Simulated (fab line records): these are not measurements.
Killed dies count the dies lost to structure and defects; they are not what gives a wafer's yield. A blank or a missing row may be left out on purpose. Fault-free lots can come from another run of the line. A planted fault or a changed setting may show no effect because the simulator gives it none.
Matching of chambers -- flow gf180mcu -- GF_STI_ETCH_14 on rie si-02 has 4 sister chambers
The step etches Si in HBr/Cl2/O2, target depth 360 nm, time 102.9 s. 7 wafers are shown with their chamber, then 8 later ones without.

## WAFERS PAIRED WITH THEIR CHAMBERS
wafer,chamber,drypump motor current A (A),oes product au (a.u.)
L685.2,0,6.2,1.003
L688.6,3,5.6,0.991
L689.5,2,6.0,0.999
L691.1,2,6.0,0.994
L691.4,3,5.7,0.989
L691.6,1,5.1,0.995
L702.2,1,5.1,0.999

## WAFERS MISSING THEIR CHAMBER
wafer,drypump motor current A (A),oes product au (a.u.)
L702.3,6.2,1.008
L702.4,5.7,0.992
L703.2,6.0,1.012
L703.5,6.0,1.015
L703.6,5.1,0.997
L705.1,5.7,0.995
L705.3,5.1,1.002
L705.5,5.7,0.994

## WHICH CHAMBER EACH ONE RAN IN
wafer,from the rows above,in truth
L702.3,0,0
L702.4,3,3
L703.2,can't be placed: 2 or 0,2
L703.5,can't be placed: 0 or 2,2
L703.6,1,1
L705.1,3,3
L705.3,1,1
L705.5,3,3
Correctly placed: 6 of 8. Can't be placed from these rows: 2 (the true chamber is among the candidates in 2). Placed wrongly: 0.
How it was worked out, from the rows above alone: a wafer's distance from a chamber is the root of the sum, over the readings, of the square of ((its reading less the chamber's mean) divided by the reading's scatter). If the next closest chamber is less than 2 further off than the closest, the wafer can't be placed; otherwise it belongs to the closest. The mean given for a chamber averages the wafers shown for that chamber. The scatter is the square root of a quotient: the sum, over the shown wafers, of each reading's squared deviation from its chamber's mean, divided by wafers minus chambers.
